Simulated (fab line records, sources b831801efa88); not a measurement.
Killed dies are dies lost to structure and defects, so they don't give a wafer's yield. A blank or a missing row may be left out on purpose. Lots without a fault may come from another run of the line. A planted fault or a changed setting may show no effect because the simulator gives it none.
A struck lot beside a sound one | flow sky130 | 27 steps out of a route of 708
Sound: wafers L612.2, L612.4, L612.5. Struck: wafer L619.2. (L619.3 of the same lot was not struck and is left out.) The cause comes at the end.
At each step with rows: each side's tool, then ch and its chambers, then its first start. Under that, the readings that differ: sound wafers | struck wafers | difference of the means | sigmas: that difference in standard deviations of wafers without a fault.
alike: readings whose means differ by less than 2 such deviations, and words and numbers that are the same on both sides. not compared: withheld readings, readings that some wafer has no value for, bounds like >300 that may hide the same value, and numbers for which the record gives no deviation and whose values overlap.
The two part at a step that has a row with sigmas, a row that says differs or no value, or rows on one side only. Numbers that don't overlap but have no deviation are shown without sigmas and don't part them. A reading that every wafer of one side lacks parts them only if that side has two wafers or more.

first, 2 steps without rows for these wafers: SKY_LDD_LDN_PEB_05; SKY_LDD_LDN_DEVELOP_06 (develop time 60 s).
SKY_LDD_LDN_OVL_MEAS_07:
  sound on overlay-02, day 26 02:32; struck on overlay-02, day 28 11:40
  alike: LDD_LDN_OVL
then, 4 steps without rows for these wafers: SKY_LDD_LDN_IMPLANT_08; SKY_LDD_LDN_IMPLANT_09; SKY_LDD_LDN_IMPLANT_10; SKY_LDD_LDN_IMPLANT_11.
SKY_LDD_LDN_STRIP_12: strips in O2/N2.
  sound on plasma_asher-02 ch 1, day 26 03:10; struck on plasma_asher-02 ch 1, day 28 12:18
  reading                      | sound             | struck | difference | sigmas
  strip_time_to_endpoint_s (s) | 14.15 14.19 14.14 | 14.24  | +0.08      | +2
  alike: drypump_motor_current_A, oes_product_au
  not compared: rf_hours_counter_h
SKY_LDD_LDN_TW_MEAS_13:
  sound on film_metro-02, day 26 03:17; struck on film_metro-02, day 28 12:25
  alike: LDD_LDN_TW
then, 2 steps without rows for these wafers: SKY_LDD_LDN_CLEAN_14 (cleans in SC1/SC2, time 150 s); SKY_SPACER_CVD_00 (deposits Si3N4 from DCS/NH3, target thk 43.1 nm, time 740 s).
SKY_SPACER_THK_MEAS_01:
  sound on film_metro-01, day 26 04:36; struck on film_metro-04, day 28 15:43
  reading                | sound          | struck | difference | sigmas
  SPACER_CVD_00_THK (nm) | 43.8 43.4 43.6 | 42.2   | -1.4       | -3
SKY_SPACER_ETCHBACK_02: etches Si3N4 in CH3F/O2, stops on SiO2, time 46.7 s, target depth 45 nm.
  sound on rie_diel-01 ch 1,2,3, day 26 04:39; struck on rie_diel-01 ch 3, day 28 15:46
  reading                                    | sound             | struck | difference | sigmas
  oes_product_au (a.u.)                      | 0.871 0.857 0.860 | 0.753  | -0.110     | -17
  run_length_s (s)                           | 74.9 75.2 75.2    | 86.5   | +11.4      | +34
  model.SiO2_of_SONOS_ONO_CVD_04.thk_nm (nm) | 4.269 4.337 4.311 | 3.034  | -1.272     |
  alike: drypump_motor_current_A, throttle_valve_pct
  not compared: rf_hours_counter_h
then, 8 steps without rows for these wafers: SKY_POLY_CUT_DEHYDRATE_00 (time 60 s); SKY_POLY_CUT_HMDS_01 (prime time 60 s); SKY_POLY_CUT_COAT_02 (resist thk 60 nm); SKY_POLY_CUT_COAT_03 (resist thk 450 nm); SKY_POLY_CUT_SOFTBAKE_04 (time 90 s); SKY_POLY_CUT_EXPOSE_05 (exposes mask NPCM, target cd 270 nm); SKY_POLY_CUT_PEB_06; SKY_POLY_CUT_DEVELOP_07 (develop time 60 s).
SKY_POLY_CUT_CD_MEAS_08: target cd 270 nm.
  sound on cd_sem-02, day 27 08:38; struck on cd_sem-01, day 29 20:14
  alike: cd_nm
SKY_POLY_CUT_OVL_MEAS_09:
  sound on overlay-02, day 27 08:44; struck on overlay-01, day 29 20:20
  alike: POLY_CUT_OVL
SKY_POLY_CUT_ETCH_10: etches BARC in N2/H2, stops on SiO2, time 45.9 s, target depth 60 nm.
  sound on rie_diel-02 ch 0,2, day 27 08:46; struck on rie_diel-02 ch 0, day 29 20:22
  reading                | sound                | struck | difference | sigmas
  throttle_valve_pct (%) | 13.238 13.217 13.236 | 13.212 | -0.018     | -2
  alike: drypump_motor_current_A, oes_product_au
  not compared: rf_hours_counter_h
SKY_POLY_CUT_ETCH_11: etches Si3N4 in CF4/CH2F2/Ar, stops on poly-Si, time 42.5 s, target depth 60 nm.
  sound on rie_diel-02 ch 0,2, day 27 08:49; struck on rie_diel-02 ch 0, day 29 20:25
  reading                              | sound             | struck | difference | sigmas
  oes_product_au (a.u.)                | 0.836 0.827 0.833 | 0.793  | -0.039     | -6
  model.etch.depth_nm (nm)             | 62.53 62.67 63.34 | 57.49  | -5.36      |
  model.POLY_CUT.feature_depth_nm (nm) | 62.53 62.67 63.34 | 57.49  | -5.36      |
  alike: drypump_motor_current_A, throttle_valve_pct
  not compared: rf_hours_counter_h
SKY_POLY_CUT_STRIP_12: strips in O2/N2.
  sound on plasma_asher-01 ch 1, day 27 08:51; struck on plasma_asher-01 ch 0, day 29 20:27
  alike: drypump_motor_current_A, oes_product_au, strip_time_to_endpoint_s
  not compared: rf_hours_counter_h
-- the record jumps here: 20 days lie between the struck wafers' starts before and after (it left off in module POLY_CUT and takes up again in module PAD_OPEN, whose first step shown is number 708 of the route) --
SKY_PAD_OPEN_PROBE_99:
  sound on prober-01, day 48 04:04; struck on prober-02, day 49 13:47
  reading                                 | sound             | struck | difference | sigmas
  killed_at_M0_to_M3                      | 44 27 34          | 49     | +14        | +2
  killed_short                            | 30 23 36          | 46     | +16        | +3
  model.etest.pfet_01v8.r_on_ohm_um       | 2962 2942 3005    | 2780   | -190       |
  model.etest.res_pdiff.line_ohm_um       | 1359 1361 1386    | 1280   | -89        |
  model.etest.res_ndiff.line_ohm_um       | 775.7 784.5 778.1 | 727.6  | -51.8      |
  model.etest.sonos_uncharged.r_on_ohm_um | 813.8 823.5 832.2 | 792.1  | -31.1      |
  model.etest.pfet_01v8.drive_ua_um       | 184.9 189 183.7   | 202.6  | +16.7      |
  model.etest.sram_pfet_latch.drive_ua_um | 132.8 137.5 134.8 | 151.4  | +16.4      |
  model.etest.res_pdiff.rs_ohm_sq         | 195.6 194.8 197   | 186    | -10        |
  model.etest.pfet_01v8_hvt.drive_ua_um   | 136.9 140.9 137   | 149.8  | +11.5      |
  alike: killed_at_M4_up, killed_at_contacts, killed_at_front_end, killed_at_other, killed_dies, killed_open

WHERE THEY PART
First at SKY_LDD_LDN_STRIP_12; last, within this record, at SKY_PAD_OPEN_PROBE_99.

WHY: what the simulator had put in
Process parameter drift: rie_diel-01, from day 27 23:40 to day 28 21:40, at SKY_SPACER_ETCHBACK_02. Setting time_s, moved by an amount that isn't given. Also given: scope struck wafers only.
